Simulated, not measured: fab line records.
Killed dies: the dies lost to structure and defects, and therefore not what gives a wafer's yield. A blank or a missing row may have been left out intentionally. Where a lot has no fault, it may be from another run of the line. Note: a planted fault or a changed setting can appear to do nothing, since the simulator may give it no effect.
A lot that was struck, set against a sound lot + flow sky130 + 16 out of 708 route steps
Sound: wafers L129.1, L129.4, L129.6. Wafers L140.3, L140.5, L140.6 were the ones struck. The cause comes at the end.
Per side, at each step with rows, come the tool, then ch with its chambers, and then its first start. Under that, the readings that differ: sound wafers + struck wafers + difference of the means + sigmas: that difference in standard deviations of wafers without a fault.
alike: readings whose means differ by less than 2 such deviations, and words and numbers that are the same on both sides. not compared: withheld readings, readings that some wafer has no value for, bounds like >300 that may hide the same value, and numbers for which the record gives no deviation and whose values overlap.
A row with sigmas, a row that says differs or no value, or rows on one side alone: a step with any of these is where the two part. Non-overlapping numbers with no deviation appear without sigmas and do not part them. Lack of a reading on every wafer of one side parts them only where that side has two or more wafers.

SKY_VIA2_BOW_MEAS_03:
  sound on filmMetro-01 at day 36 18:22; struck on filmMetro-04 at day 39 17:46
  alike: VIA2_BOW
then, 8 steps without rows for these wafers: SKY_VIA2_DEHYDRATE_04 (time 60 s); SKY_VIA2_HMDS_05 (prime time 60 s); SKY_VIA2_COAT_06 (resist thk 60 nm); SKY_VIA2_COAT_07 (resist thk 450 nm); SKY_VIA2_SOFTBAKE_08 (time 90 s); SKY_VIA2_EXPOSE_09 (exposes mask VIM2, target cd 200 nm); SKY_VIA2_PEB_10; SKY_VIA2_DEVELOP_11 (develop time 60 s).
SKY_VIA2_CD_MEAS_12: the cd target is 200 nm.
  sound on cdSem-02 at day 37 20:35; struck on cdSem-01 at day 40 18:10
  alike: cdNm
SKY_VIA2_OVL_MEAS_13:
  sound on overlay-01 at day 37 20:43; struck on overlay-02 at day 40 18:16
  alike: VIA2_OVL
SKY_VIA2_ETCH_14: etches BARC in N2/H2, stops on SiO2, time 45.9 s, target depth 60 nm.
  sound on rieDiel-03 ch 0,2,3, day 37 20:45; struck on rieDiel-02 ch 1,2, day 40 18:17
  alike: biasW, chamberPressureMTorr, drypumpMotorCurrentA, oesProductAu, throttleValvePct
  not compared: rfHoursCounterH
SKY_VIA2_ETCH_15: etches SiO2 in C4F8/O2/Ar, stops on TiN, target depth 546 nm, time 84 s.
  sound on rieDiel-03 ch 0,2,3, day 37 20:47; struck on rieDiel-02 ch 1,2, day 40 18:20
  no value came back on the struck wafers for biasW (W), chamberPressureMTorr (mTorr), oesProductAu (a.u.); on the sound wafers biasW (W) reads 1202 1197 1206
| reading                                    | sound             | struck            | difference | sigmas |
|--------------------------------------------|-------------------|-------------------|------------|--------|
| model.KrF-thick_of_VIA2_COAT_07.thkNm (nm) | 282.6 282.5 278.8 | 393.2 393.4 391.9 | +111.5     |        |
  not compared: rfHoursCounterH
SKY_VIA2_STRIP_16: strips in O2/N2.
  sound on plasmaAsher-03 ch 0,1, day 37 20:51; struck on plasmaAsher-03 ch 0,1, day 40 18:25
| reading                  | sound             | struck            | difference | sigmas |
|--------------------------|-------------------|-------------------|------------|--------|
| oesProductAu (a.u.)      | 0.388 0.389 0.393 | 0.431 0.446 0.442 | +0.050     | +11    |
| stripTimeToEndpointS (s) | 4.039 4.036 3.995 | 5.196 5.192 5.191 | +1.170     | +43    |
  alike: drypumpMotorCurrentA, o2FlowSccm
  not compared: rfHoursCounterH
then, 1 step without rows for these wafers: SKY_VIA2_STRIP_17 (strips in post etch residue remover, time 1200 s).
-- the record jumps here: 8 days lie between the struck wafers' starts before and after (it left off in module VIA2 and takes up again in module PAD_OPEN, whose first step shown is number 708 of the route) --
SKY_PAD_OPEN_PROBE_99:
  sound on prober-01 at day 47 01:03; struck on prober-01 at day 49 05:36
| reading            | sound    | struck                                                            | difference                   | sigmas |
|--------------------|----------|-------------------------------------------------------------------|------------------------------|--------|
| hold               | - - -    | awaitDispo/3.7h/scrap awaitDispo/3.7h/scrap awaitDispo/3.7h/scrap | no value on the sound wafers |        |
| killed_at_M0_to_M3 | 36 38 32 | 456 461 445                                                       | +419                         | +57    |
| killedDies         | 82 79 74 | 492 492 492                                                       | +414                         | +38    |
| killedOnRim        | 21 17 14 | 96 96 96                                                          | +79                          | +21    |
  alike: killed_at_M4_up, killedAtContacts, killedAtFrontEnd, killedAtOther, killedOpen, killedShort

== WHERE THEY PART ==
First at SKY_VIA2_ETCH_15; last, within this record, at SKY_PAD_OPEN_PROBE_99.

WHY: the cause the simulator had injected
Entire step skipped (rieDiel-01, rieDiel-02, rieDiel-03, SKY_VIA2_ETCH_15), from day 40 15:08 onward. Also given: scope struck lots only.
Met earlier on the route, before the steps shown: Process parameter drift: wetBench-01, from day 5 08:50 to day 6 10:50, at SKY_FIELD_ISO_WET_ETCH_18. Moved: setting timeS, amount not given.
